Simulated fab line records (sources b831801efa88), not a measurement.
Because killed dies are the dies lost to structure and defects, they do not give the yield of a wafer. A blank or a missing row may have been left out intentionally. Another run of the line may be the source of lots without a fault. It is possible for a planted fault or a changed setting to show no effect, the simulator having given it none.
One fault through the eyes of 2 desks | flow sky130 | numbers are kept per desk, each desk with only its own; the story behind them comes last

## AT THE METROLOGY DESK
What the gauges read, lot by lot, whatever tool the lot ran on: means of the sampled wafers that have a number. A lot is out of limits, marked OUT, if its mean lies more than 4 standard deviations from the usual mean; the brackets give that distance.
Columns: A = CAPM_TIN_THK at SKY_CAPM_THK_MEAS_04, usual 199.9 nm; B = METAL3_OVL at SKY_METAL3_OVL_MEAS_14, usual 4 nm
lot  | first seen here | A     | B
L194 | day 36 03:35    | 199.0 | -1
L195 | day 36 13:23    | 204.0 | -3
L197 | day 37 01:49    | 197.9 | 9
L199 | day 37 21:53    | 196.0 | 7
L200 | day 38 00:17    | 202.8 | 1
L207 | day 40 08:28    | 204.7 | 4
L208 | day 40 12:08    | 199.2 | -1
L209 | day 42 02:57    | 197.1 | 13
L210 | day 42 06:55    | 199.8 | 8
L211 | day 42 11:25    | 194.9 | -10
L215 | day 42 13:09    | 199.0 | 4
L214 | day 42 13:33    | 200.1 | 2
L216 | day 42 15:55    | 196.9 | 1
L217 | day 42 22:40    | 201.5 | -0
This desk found nothing out of limits on any of the 14 lots.

## TOOL OWNER'S DESK, rieDiel-04
The tool's own readings at SKY_VIA3_ETCH_14 (etches BARC in N2/H2, stops on SiO2, time 45.9 s, target depth 60 nm): means of the sampled wafers that have a number, for each lot that ran on this tool. A lot is out of limits, marked OUT, if its mean lies more than 4 standard deviations from the usual mean; the brackets give that distance.
Columns: A = chamberPressureMTorr at SKY_VIA3_ETCH_14, usual 30.002 mTorr; B = drypumpMotorCurrentA at SKY_VIA3_ETCH_14, usual 5.6 A; C = n2FlowSccm at SKY_VIA3_ETCH_14, usual 100.03 sccm; D = oesProductAu at SKY_VIA3_ETCH_14, usual 0.854 a.u.; E = runLengthS at SKY_VIA3_ETCH_14, usual 74.3 s; F = throttleValvePct at SKY_VIA3_ETCH_14, usual 13.225 %
lot  | first seen here | A      | B   | C      | D               | E              | F
L194 | day 39 06:56    | 30.013 | 5.9 | 100.03 | 0.854           | 73.9           | 13.219
L195 | day 39 15:52    | 30.019 | 5.6 | 99.93  | 0.864           | 73.9           | 13.228
L197 | day 40 05:10    | 30.008 | 5.8 | 99.95  | 1.011 (+34) OUT | 55.6 (-37) OUT | 13.228
L200 | day 41 01:01    | 30.003 | 5.6 | 100.27 | 0.998 (+31) OUT | 55.2 (-38) OUT | 13.222
L214 | day 45 08:25    | 30.031 | 6.0 | 100.11 | 0.853           | 74.3           | 13.222
L216 | day 45 12:40    | 30.001 | 5.6 | 99.82  | 0.855           | 74.1           | 13.226
L217 | day 45 18:28    | 30.020 | 5.7 | 100.11 | 0.852           | 74.5           | 13.219
This desk's finding: out of limits on L197, L200; first on L197, day 40 05:10 (oesProductAu at SKY_VIA3_ETCH_14). In limits: L194, L195, L214, L216, L217.

## PUT TOGETHER
On L197, L200, at day 40 05:10, an alarm was possible from the tool owner's desk.
Nothing out of limits was seen by the metrology desk.
The metrology desk has L197, L200 on record, within its limits.
SKY_VIA3_ETCH_14 was run on rieDiel-04 by each of the lots named.

## WHAT THE SIMULATOR HAD PUT IN
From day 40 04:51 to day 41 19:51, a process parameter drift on rieDiel-04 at SKY_VIA3_ETCH_14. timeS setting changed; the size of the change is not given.
Struck lots among those shown: L197, L200.
Hours from the fault's start to each desk's first reading out of limits: the tool owner's desk, 0.
